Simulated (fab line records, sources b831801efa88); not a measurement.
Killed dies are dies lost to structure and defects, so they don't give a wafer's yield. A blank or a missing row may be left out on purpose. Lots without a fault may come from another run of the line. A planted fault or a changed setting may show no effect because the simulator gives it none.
Chamber matching | flow sfq_line | SFQ_TRILAYER_I5_BARC_OPEN_VIA_ETCH_200 on rie_diel-01: 4 sister chambers
The step etches BARC in O2, target depth 125 nm, time 41.7 s. 4 wafers are shown with their chamber, then 9 later ones without.

WAFERS WITH THEIR CHAMBER
wafer  | chamber | drypump_motor_current_A (A)
L112.5 | 1       | 6.0
L112.6 | 0       | 5.4
L114.4 | 3       | 5.3
L114.6 | 2       | 6.1

WAFERS WITHOUT THEIR CHAMBER
wafer  | drypump_motor_current_A (A)
L115.2 | 5.3
L115.5 | 6.0
L115.6 | 5.5
L119.4 | 5.9
L119.5 | 6.1
L119.6 | 5.3
L128.2 | 6.1
L128.5 | 6.1
L128.6 | 5.3

WHICH CHAMBER EACH WENT THROUGH
wafer  | from the rows above | in truth
L115.2 | 3                   | 3
L115.5 | 1                   | 1
L115.6 | 0                   | 0
L119.4 | 1                   | 1
L119.5 | 2                   | 2
L119.6 | 3                   | 3
L128.2 | 2                   | 2
L128.5 | 2                   | 2
L128.6 | 3                   | 3
Placed correctly: 9 of 9. Can't be placed from these rows: 0. Placed wrongly: 0.
How it was worked out, from the rows above alone: a wafer's distance from a chamber is the root of the sum, over the readings, of the square of ((its reading less the chamber's mean) divided by the reading's scatter). The wafer belongs to the nearest chamber; if the next one is less than 2 further off, it can't be placed. A chamber's mean is the mean of its shown wafers. The scatter: with one shown wafer a chamber, the root of the mean of the squares of how far each hidden wafer lies from its nearest shown one.
